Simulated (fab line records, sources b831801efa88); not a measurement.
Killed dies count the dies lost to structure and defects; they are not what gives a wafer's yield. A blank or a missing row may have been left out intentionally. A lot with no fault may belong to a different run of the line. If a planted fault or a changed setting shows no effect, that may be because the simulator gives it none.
Which tool did it? -- flow sky130 -- 32 wafers from 11 lots sampled at 5 of the route's 708 steps

== WHAT THE GAUGES READ, wafer by wafer ==
SKY_LI_CONTACT_THK_MEAS_01.
lot,measured,on,LI_CONTACT_HDPCVD_THK (nm)
L253,day 28 21:37,filmMetro-04,934 437
L254,day 29 06:52,filmMetro-04,923 911 423
L255,day 29 20:16,filmMetro-02,942 444 945
L263,day 32 08:05,filmMetro-02,928 935 925
L266,day 33 05:12,filmMetro-03,926 918 940
L267,day 33 17:00,filmMetro-02,927 932 928
L269,day 34 07:37,filmMetro-02,940 935 929
L270,day 34 12:04,filmMetro-03,923 916 915
L271,day 35 06:44,filmMetro-03,929 923 924
L272,day 35 08:38,filmMetro-04,925 921 923
L273,day 35 14:25,filmMetro-03,920 925 936

== EACH LOT AND THE TOOL THAT RAN IT (in order: tool; ch and the chambers of the sampled wafers; start) ==
lot,SKY_POLY_CUT_ETCH_10,SKY_POLY_CUT_ETCH_11,SKY_SD_P_STRIP_10,SKY_LI_CONTACT_HDPCVD_00
L253,"rieDiel-04 ch 0,1, day 25 05:07","rieDiel-04 ch 0,1, day 25 05:09","plasmaAsher-02 ch 0, day 26 10:31","hdpcvd-02 ch 0,1, day 28 21:30"
L254,"rieDiel-03 ch 1,2, day 25 14:55","rieDiel-03 ch 1,2, day 25 14:57","plasmaAsher-01 ch 0,1, day 26 19:55","hdpcvd-02 ch 1,2, day 29 06:45"
L255,"rieDiel-03 ch 0,1,2, day 26 04:43","rieDiel-03 ch 0,1,2, day 26 04:45","plasmaAsher-02 ch 0,1, day 27 10:16","hdpcvd-02 ch 0,2, day 29 20:10"
L263,"rieDiel-04 ch 0,2, day 28 19:34","rieDiel-04 ch 0,2, day 28 19:36","plasmaAsher-02 ch 0,1, day 29 23:49","hdpcvd-01 ch 0,1,2, day 32 07:59"
L266,"rieDiel-04 ch 0,2,3, day 29 16:20","rieDiel-04 ch 0,2,3, day 29 16:23","plasmaAsher-04 ch 0,1, day 30 20:49","hdpcvd-02 ch 0,1,2, day 33 05:05"
L267,"rieDiel-03 ch 2,3, day 30 06:16","rieDiel-03 ch 2,3, day 30 06:18","plasmaAsher-02 ch 0,1, day 31 10:37","hdpcvd-02 ch 0,1,2, day 33 16:54"
L269,"rieDiel-04 ch 1,3, day 30 21:32","rieDiel-04 ch 1,3, day 30 21:35","plasmaAsher-01 ch 0,1, day 32 01:10","hdpcvd-02 ch 1,2, day 34 07:31"
L270,"rieDiel-04 ch 0,1,3, day 31 03:41","rieDiel-04 ch 0,1,3, day 31 03:44","plasmaAsher-04 ch 0,1, day 32 06:46","hdpcvd-02 ch 0,2, day 34 11:58"
L271,"rieDiel-02 ch 1,3, day 31 21:16","rieDiel-02 ch 1,3, day 31 21:18","plasmaAsher-01 ch 0, day 33 00:28","hdpcvd-01 ch 0,1, day 35 06:38"
L272,"rieDiel-03 ch 1,2, day 31 22:53","rieDiel-03 ch 1,2, day 31 22:56","plasmaAsher-04 ch 0,1, day 33 01:24","hdpcvd-01 ch 1,2, day 35 08:30"
L273,"rieDiel-03 ch 0,2,3, day 32 06:52","rieDiel-03 ch 0,2,3, day 32 06:55","plasmaAsher-04 ch 1, day 33 09:19","hdpcvd-01 ch 1,2, day 35 14:19"
- SKY_POLY_CUT_ETCH_10: etches BARC in N2/H2, stops on SiO2, time 45.9 s, target depth 60 nm.
- SKY_POLY_CUT_ETCH_11: etches Si3N4 in CF4/CH2F2/Ar, stops on poly-Si, time 42.5 s, target depth 60 nm.
- SKY_SD_P_STRIP_10: strips in O2/N2.
- SKY_LI_CONTACT_HDPCVD_00: deposits PSG, target thk 930 nm, time 155 s.

== THE ANSWER, worked out from the rows above alone ==
Rule: usual is defined by the lots themselves. The widest of any qualifying gaps counts: lots, ordered by their means at a reading, are off when they make up no more than a third of the lots, leave a main group of 4 or more, and stand apart from it by 3 or more times the standard deviation of that group's means. A main group whose means are all the same, to the digits that the tables above print for the reading, isn't used. A lot without any number at a reading at which 4 lots or more have one is off too. All remaining lots with rows at the step are treated as sound.
Off: at SKY_LI_CONTACT_THK_MEAS_01 (LI_CONTACT_HDPCVD_THK), L253, L254, L255. Main group: mean 927 nm, sd 4.6.
If a tool, at a process step before that reading, ran all the lots that are off and no sound lot after the first of them, it fits. Gauges at SKY_LI_CONTACT_THK_MEAS_01: tried the same way as those tools. None of those tried fits.

== WHAT HAD BEEN PUT IN BY THE SIMULATOR ==
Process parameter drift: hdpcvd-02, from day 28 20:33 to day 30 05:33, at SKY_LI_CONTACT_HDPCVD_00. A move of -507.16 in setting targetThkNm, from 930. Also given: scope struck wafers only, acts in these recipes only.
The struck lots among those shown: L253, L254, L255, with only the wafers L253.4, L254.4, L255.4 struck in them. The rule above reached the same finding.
